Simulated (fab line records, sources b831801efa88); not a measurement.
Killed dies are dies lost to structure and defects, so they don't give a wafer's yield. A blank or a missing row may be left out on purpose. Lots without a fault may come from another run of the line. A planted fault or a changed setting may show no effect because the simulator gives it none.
A struck lot beside a sound one | flow gf180mcu | 14 steps out of a route of 602
Sound: wafers L128.1, L128.4, L128.6. Struck: wafers L135.1, L135.2, L135.6. The cause comes at the end.
At each step with rows: each side's tool, then ch and its chambers, then its first start. Under that, the readings that differ: sound wafers | struck wafers | difference of the means | sigmas: that difference in standard deviations of wafers without a fault.
alike: readings whose means differ by less than 2 such deviations, and words and numbers that are the same on both sides. not compared: withheld readings, readings that some wafer has no value for, bounds like >300 that may hide the same value, and numbers for which the record gives no deviation and whose values overlap.
The two part at a step that has a row with sigmas, a row that says differs or no value, or rows on one side only. Numbers that don't overlap but have no deviation are shown without sigmas and don't part them. A reading that every wafer of one side lacks parts them only if that side has two wafers or more.

first, 1 step without rows for these wafers: GF_V4_ETCH_16 (etches BARC in N2/H2).
GF_V4_ETCH_17: etches SiO2 in C4F8/O2/Ar, stops on TiN, target depth 630 nm.
  sound on rie_diel-02 ch 0,3; struck on rie_diel-02 ch 0,1,2
  alike: oes_product_au
GF_V4_STRIP_18: strips in O2/N2.
  sound on plasma_asher-02 ch 0,1, day 24 23:49; struck on plasma_asher-01 ch 0,1, day 27 09:39
  reading                     | sound       | struck      | difference | sigmas
  drypump_motor_current_A (A) | 6.3 6.3 6.3 | 5.4 5.3 5.3 | -1.0       | -2
  alike: heater_power_w, oes_product_au
  not compared: rf_hours_counter_h
then, 2 steps without rows for these wafers: GF_V4_STRIP_19 (strips in post etch residue remover, time 1200 s); GF_V4_CLEAN_20 (cleans in DIW).
GF_V4_SPUTTER_21: material Ti, target thk 15 nm, time 80.02 s.
  sound on pvd_sputter-02, day 25 00:21; struck on pvd_sputter-02, day 27 10:11
  alike: cathode_dc_power_W, chamber_pressure_pa, substrate_temp_c, throttle_valve_pct
then, 2 steps without rows for these wafers: GF_V4_SPUTTER_22 (material TiN, target thk 10 nm, time 40 s); GF_V4_CVD_23 (deposits W, target thk 350 nm, time 104.9 s).
GF_V4_RS_MEAS_24: measures by four-point-probe.
  sound on film_metro-03, day 25 00:34; struck on film_metro-03, day 27 10:23
  alike: V4_W_RS
GF_V4_THK_MEAS_25: measures by xrf.
  sound on film_metro-03, day 25 00:41; struck on film_metro-03, day 27 10:31
  alike: V4_W_THK
GF_V4_CMP_26: polishes, stops on SiO2, t overpolish 15 s, target thk 0 nm.
  sound on cmp-01 ch 0,1,2, day 25 01:07; struck on cmp-02 ch 0,2, day 27 10:34
  alike: motor_current_A, overpolish_run_s, time_to_endpoint_s
GF_MIM_SPUTTER_00: material Ti, target thk 37.5 nm, time 150 s.
  sound on pvd_sputter-04, day 25 01:19; struck on pvd_sputter-04, day 27 10:52
  alike: cathode_dc_power_W, chamber_pressure_pa, substrate_temp_c, throttle_valve_pct
GF_MIM_SPUTTER_01: material TiN, target thk 30 nm, time 25 s.
  sound on pvd_sputter-04, day 25 01:25; struck on pvd_sputter-04, day 27 10:58
  no value came back on the struck wafers for cathode_dc_power_W (W), chamber_pressure_pa (Pa), throttle_valve_pct (%); on the sound wafers cathode_dc_power_W (W) reads 6501.5 6500.6 6500.9
then, 1 step without rows for these wafers: GF_MIM_SPUTTER_02 (material AlCu, target thk 450 nm, time 23.9 s).

WHERE THEY PART
First at GF_V4_STRIP_18; last, within this record, at GF_MIM_SPUTTER_01.

WHY: what the simulator had put in
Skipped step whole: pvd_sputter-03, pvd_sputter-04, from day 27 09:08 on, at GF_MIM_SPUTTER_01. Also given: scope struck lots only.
